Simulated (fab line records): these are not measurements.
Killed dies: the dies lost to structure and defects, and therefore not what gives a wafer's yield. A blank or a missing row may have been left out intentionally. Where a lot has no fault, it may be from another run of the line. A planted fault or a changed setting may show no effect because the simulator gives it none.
The tool behind it: which one? / flow gf180mcu / 21 wafers from 7 lots sampled at 2 of the route's 602 steps

## WHAT THE GAUGES READ, wafer by wafer
GF_HV_LDD_OVL_MEAS_47.
lot=L966; measured=day 12 12:23; on=overlay-02; HV_LDD_03_OVL (nm)=1.9 -0.2 -0.3
lot=L968; measured=day 13 05:38; on=overlay-01; HV_LDD_03_OVL (nm)=0.0 0.3 0.3
lot=L971; measured=day 14 13:46; on=overlay-01; HV_LDD_03_OVL (nm)=0.3 -1.6 -1.0
lot=L974; measured=day 15 21:47; on=overlay-02; HV_LDD_03_OVL (nm)=-0.8 -0.2 -0.6
lot=L978; measured=day 17 04:35; on=overlay-02; HV_LDD_03_OVL (nm)=-1.8 -3.2 -0.9
lot=L983; measured=day 18 09:46; on=overlay-02; HV_LDD_03_OVL (nm)=239.4 239.7 240.5
lot=L988; measured=day 19 18:58; on=overlay-02; HV_LDD_03_OVL (nm)=-3.4 -3.6 -3.5

## WHICH TOOL RAN EACH LOT (tool, then ch and the chambers of the sampled wafers, then the start)
lot=L966; GF_HV_LDD_EXPOSE_43=iline_stepper-01 ch 0, day 12 03:50
lot=L968; GF_HV_LDD_EXPOSE_43=iline_stepper-02 ch 0, day 12 19:34
lot=L971; GF_HV_LDD_EXPOSE_43=iline_stepper-01 ch 0, day 14 04:20
lot=L974; GF_HV_LDD_EXPOSE_43=iline_stepper-01 ch 0, day 15 10:36
lot=L978; GF_HV_LDD_EXPOSE_43=iline_stepper-01 ch 0, day 16 17:18
lot=L983; GF_HV_LDD_EXPOSE_43=iline_stepper-01 ch 0, day 17 22:23
lot=L988; GF_HV_LDD_EXPOSE_43=iline_stepper-02 ch 0, day 19 06:32
- GF_HV_LDD_EXPOSE_43: exposes mask Pplus HV AREA, target cd 400 nm.

## THE ANSWER, worked out from the rows above alone
Rule: usual is defined by the lots themselves. The widest of any qualifying gaps counts: lots, ordered by their means at a reading, are off when they make up no more than a third of the lots, leave a main group of 4 or more, and stand apart from it by 3 or more times the standard deviation of that group's means. If all means in a main group match to the digits the tables above print for the reading, that group is not used. A lot without any number at a reading at which 4 lots or more have one is off too. Where the step has rows for the other lots, those lots are counted as sound.
Off: L983, seen at GF_HV_LDD_OVL_MEAS_47 (HV_LDD_03_OVL). For the main group the mean is -1.0 nm and the standard deviation 1.4.
A tool fits if, at a process step before that reading, it ran every lot that is off, and no sound lot after the first of them. Gauges at GF_HV_LDD_OVL_MEAS_47: tried the same way as those tools. One fits: GF_HV_LDD_EXPOSE_43 on iline_stepper-01. A fault onset in the window from L978 (day 16 17:18, its last sound lot) to L983 (day 17 22:23, its first lot off) fits.

## WHAT THE SIMULATOR PUT IN
Scanner matching overlay: iline_stepper-01, from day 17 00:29 on, at GF_HV_LDD_EXPOSE_43. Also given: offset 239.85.
Lots struck among those shown: L983. The rule above reached the same finding.
